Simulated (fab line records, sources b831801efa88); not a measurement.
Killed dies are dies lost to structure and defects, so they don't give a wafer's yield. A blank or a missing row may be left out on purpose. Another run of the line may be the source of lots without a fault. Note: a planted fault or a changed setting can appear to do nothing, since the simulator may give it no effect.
The tool behind it: which one? || flow gf180mcu || 13 lots with 39 wafers sampled at 4 steps, on a route of 602 steps

WHAT THE GAUGES READ, wafer by wafer
GF_STI_THK_MEAS_30.
{"lot": "L212", "measured": "day 2 06:08", "on": "film_metro-04", "STI_OXIDATION_02_THK (nm)": "9.95 10.01 9.96"}
{"lot": "L213", "measured": "day 2 14:14", "on": "film_metro-01", "STI_OXIDATION_02_THK (nm)": "10.27 10.21 10.14"}
{"lot": "L215", "measured": "day 2 22:05", "on": "film_metro-01", "STI_OXIDATION_02_THK (nm)": "9.85 9.91 10.00"}
{"lot": "L217", "measured": "day 3 07:08", "on": "film_metro-02", "STI_OXIDATION_02_THK (nm)": "10.07 10.05 10.23"}
{"lot": "L219", "measured": "day 3 20:59", "on": "film_metro-02", "STI_OXIDATION_02_THK (nm)": "9.87 10.03 9.93"}
{"lot": "L222", "measured": "day 4 11:15", "on": "film_metro-02", "STI_OXIDATION_02_THK (nm)": "10.27 10.03 10.12"}
{"lot": "L223", "measured": "day 4 15:22", "on": "film_metro-04", "STI_OXIDATION_02_THK (nm)": "10.18 10.05 10.22"}
{"lot": "L227", "measured": "day 5 11:20", "on": "film_metro-01", "STI_OXIDATION_02_THK (nm)": "10.32 10.16 10.05"}
{"lot": "L228", "measured": "day 5 15:46", "on": "film_metro-02", "STI_OXIDATION_02_THK (nm)": "10.02 10.18 10.21"}
{"lot": "L229", "measured": "day 5 20:40", "on": "film_metro-04", "STI_OXIDATION_02_THK (nm)": "10.16 10.40 10.19"}
{"lot": "L230", "measured": "day 6 03:18", "on": "film_metro-01", "STI_OXIDATION_02_THK (nm)": "9.98 9.91 9.85"}
{"lot": "L232", "measured": "day 6 12:49", "on": "film_metro-04", "STI_OXIDATION_02_THK (nm)": "9.71 9.67 9.71"}
{"lot": "L234", "measured": "day 6 23:28", "on": "film_metro-01", "STI_OXIDATION_02_THK (nm)": "9.74 9.73 9.64"}

GF_VT_IMPLANT_OVL_MEAS_40.
{"lot": "L212", "measured": "day 7 11:37", "on": "overlay-01", "VT_IMPLANT_03_OVL (nm)": "-3.7 -2.1 -3.0"}
{"lot": "L213", "measured": "day 7 20:16", "on": "overlay-01", "VT_IMPLANT_03_OVL (nm)": "-3.1 -3.4 -4.5"}
{"lot": "L215", "measured": "day 8 09:25", "on": "overlay-01", "VT_IMPLANT_03_OVL (nm)": "0.6 -0.9 -1.3"}
{"lot": "L217", "measured": "day 8 21:04", "on": "overlay-01", "VT_IMPLANT_03_OVL (nm)": "-1.0 0.0 -0.5"}
{"lot": "L219", "measured": "day 9 16:28", "on": "overlay-02", "VT_IMPLANT_03_OVL (nm)": "-0.5 -1.4 -1.1"}
{"lot": "L222", "measured": "day 10 11:56", "on": "overlay-02", "VT_IMPLANT_03_OVL (nm)": "-1.2 -2.7 -1.5"}
{"lot": "L223", "measured": "day 10 16:10", "on": "overlay-01", "VT_IMPLANT_03_OVL (nm)": "-0.8 -0.7 -0.3"}
{"lot": "L227", "measured": "day 11 19:13", "on": "overlay-02", "VT_IMPLANT_03_OVL (nm)": "1.5 0.6 0.0"}
{"lot": "L228", "measured": "day 11 22:34", "on": "overlay-02", "VT_IMPLANT_03_OVL (nm)": "-2.4 0.7 0.6"}
{"lot": "L229", "measured": "day 12 05:37", "on": "overlay-01", "VT_IMPLANT_03_OVL (nm)": "-2.5 -4.4 -4.0"}
{"lot": "L230", "measured": "day 12 14:07", "on": "overlay-01", "VT_IMPLANT_03_OVL (nm)": "-1.5 -2.0 -2.5"}
{"lot": "L232", "measured": "day 13 03:22", "on": "overlay-01", "VT_IMPLANT_03_OVL (nm)": "0.9 2.0 0.3"}
{"lot": "L234", "measured": "day 13 15:37", "on": "overlay-01", "VT_IMPLANT_03_OVL (nm)": "-2.9 2.2 -1.0"}

TOOL THAT RAN EACH LOT (tool first, then ch and the chambers of the sampled wafers, then the start)
{"lot": "L212", "GF_MVPSD_COAT_02": "litho_track-03 ch 0, day 4 15:50", "GF_MVPSD_STRIP_10": "plasma_asher-04 ch 0,1, day 4 23:03"}
{"lot": "L213", "GF_MVPSD_COAT_02": "litho_track-04 ch 0, day 4 23:34", "GF_MVPSD_STRIP_10": "plasma_asher-04 ch 0,1, day 5 07:24"}
{"lot": "L215", "GF_MVPSD_COAT_02": "litho_track-04 ch 0, day 5 10:45", "GF_MVPSD_STRIP_10": "plasma_asher-04 ch 0,1, day 5 18:15"}
{"lot": "L217", "GF_MVPSD_COAT_02": "litho_track-02 ch 0, day 5 21:04", "GF_MVPSD_STRIP_10": "plasma_asher-02 ch 0,1, day 6 04:30"}
{"lot": "L219", "GF_MVPSD_COAT_02": "litho_track-03 ch 0, day 6 13:16", "GF_MVPSD_STRIP_10": "plasma_asher-02 ch 0,1, day 6 21:33"}
{"lot": "L222", "GF_MVPSD_COAT_02": "litho_track-03 ch 0, day 7 07:23", "GF_MVPSD_STRIP_10": "plasma_asher-03 ch 0,1, day 7 15:33"}
{"lot": "L223", "GF_MVPSD_COAT_02": "litho_track-03 ch 0, day 7 10:17", "GF_MVPSD_STRIP_10": "plasma_asher-02 ch 0, day 7 18:27"}
{"lot": "L227", "GF_MVPSD_COAT_02": "litho_track-02 ch 0, day 8 10:02", "GF_MVPSD_STRIP_10": "plasma_asher-02 ch 0,1, day 8 19:30"}
{"lot": "L228", "GF_MVPSD_COAT_02": "litho_track-04 ch 0, day 8 15:13", "GF_MVPSD_STRIP_10": "plasma_asher-03 ch 0,1, day 9 00:06"}
{"lot": "L229", "GF_MVPSD_COAT_02": "litho_track-04 ch 0, day 8 21:29", "GF_MVPSD_STRIP_10": "plasma_asher-02 ch 0,1, day 9 06:00"}
{"lot": "L230", "GF_MVPSD_COAT_02": "litho_track-04 ch 0, day 9 04:38", "GF_MVPSD_STRIP_10": "plasma_asher-02 ch 0,1, day 9 14:03"}
{"lot": "L232", "GF_MVPSD_COAT_02": "litho_track-02 ch 0, day 9 15:35", "GF_MVPSD_STRIP_10": "plasma_asher-04 ch 0,1, day 10 00:15"}
{"lot": "L234", "GF_MVPSD_COAT_02": "litho_track-04 ch 0, day 10 03:05", "GF_MVPSD_STRIP_10": "plasma_asher-04 ch 0,1, day 10 12:37"}
- GF_MVPSD_COAT_02: resist thk 3000 nm.
- GF_MVPSD_STRIP_10: strips in O2/N2.

WHAT THE TOOLS THEMSELVES READ (means of the sampled wafers that have a number; where no wafer has one, the mark that the record gives instead)
GF_MVPSD_STRIP_10.
{"lot": "L212", "tool": "plasma_asher-04", "drypump_motor_current_A (A)": 5.9, "heater_power_w (W)": 340, "oes_product_au (a.u.)": 0.724, "strip_time_to_endpoint_s (s)": 37.03}
{"lot": "L213", "tool": "plasma_asher-04", "drypump_motor_current_A (A)": 5.9, "heater_power_w (W)": 343, "oes_product_au (a.u.)": 0.725, "strip_time_to_endpoint_s (s)": 36.83}
{"lot": "L215", "tool": "plasma_asher-04", "drypump_motor_current_A (A)": 5.9, "heater_power_w (W)": 343, "oes_product_au (a.u.)": 0.722, "strip_time_to_endpoint_s (s)": 36.84}
{"lot": "L217", "tool": "plasma_asher-02", "drypump_motor_current_A (A)": 6.1, "heater_power_w (W)": 340, "oes_product_au (a.u.)": 0.720, "strip_time_to_endpoint_s (s)": 36.93}
{"lot": "L219", "tool": "plasma_asher-02", "drypump_motor_current_A (A)": 6.1, "heater_power_w (W)": 343, "oes_product_au (a.u.)": 0.728, "strip_time_to_endpoint_s (s)": 36.84}
{"lot": "L222", "tool": "plasma_asher-03", "drypump_motor_current_A (A)": 5.6, "heater_power_w (W)": 353, "oes_product_au (a.u.)": 0.726, "strip_time_to_endpoint_s (s)": 35.52}
{"lot": "L223", "tool": "plasma_asher-02", "drypump_motor_current_A (A)": 5.8, "heater_power_w (W)": 353, "oes_product_au (a.u.)": 0.721, "strip_time_to_endpoint_s (s)": 35.54}
{"lot": "L227", "tool": "plasma_asher-02", "drypump_motor_current_A (A)": 6.1, "heater_power_w (W)": 340, "oes_product_au (a.u.)": 0.722, "strip_time_to_endpoint_s (s)": 36.80}
{"lot": "L228", "tool": "plasma_asher-03", "drypump_motor_current_A (A)": 5.6, "heater_power_w (W)": 353, "oes_product_au (a.u.)": 0.725, "strip_time_to_endpoint_s (s)": 37.05}
{"lot": "L229", "tool": "plasma_asher-02", "drypump_motor_current_A (A)": 6.1, "heater_power_w (W)": 336, "oes_product_au (a.u.)": 0.726, "strip_time_to_endpoint_s (s)": 36.96}
{"lot": "L230", "tool": "plasma_asher-02", "drypump_motor_current_A (A)": 6.4, "heater_power_w (W)": 323, "oes_product_au (a.u.)": 0.720, "strip_time_to_endpoint_s (s)": 36.86}
{"lot": "L232", "tool": "plasma_asher-04", "drypump_motor_current_A (A)": 5.9, "heater_power_w (W)": 344, "oes_product_au (a.u.)": 0.719, "strip_time_to_endpoint_s (s)": 36.78}
{"lot": "L234", "tool": "plasma_asher-04", "drypump_motor_current_A (A)": 5.9, "heater_power_w (W)": 343, "oes_product_au (a.u.)": 0.722, "strip_time_to_endpoint_s (s)": 37.14}

THE ANSWER, worked out from the rows above alone
Rule: usual is defined by the lots themselves. Put in order of their means at a reading, lots are off if they are a third of the lots or fewer, leave a main group of 4 or more, and stand apart from it by a gap of 3 or more times the standard deviation of the main group's means; of several such gaps the widest counts. Not used: any main group whose means are identical at the precision the tables above print for the reading. A lot without any number at a reading at which 4 lots or more have one is off too. All remaining lots with rows at the step are treated as sound. The gauges are gone through in route order, then the tools' own readings, and for those a lot's mean is taken as printed above. The first step at which some lot is off is used, and at that step the reading that is off furthest; a lot without a number counts as furthest.
Off at GF_MVPSD_STRIP_10 (strip_time_to_endpoint_s): L222, L223. For the main group the mean is 36.91 s and the standard deviation 0.11.
If a tool, at that step or one of the process steps before it, ran each lot that is off and ran no sound lot following the first of them, it fits. One fits: GF_MVPSD_COAT_02 on litho_track-03. Its last sound lot is L219 (day 6 13:16), its first lot that is off L222 (day 7 07:23): a fault that began between those two fits.

WHAT THE SIMULATOR HAD INSERTED
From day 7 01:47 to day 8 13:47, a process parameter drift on litho_track-03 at GF_MVPSD_COAT_02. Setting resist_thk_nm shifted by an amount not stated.
Shown lots that were struck: L222, L223. The rule given above showed the same thing.
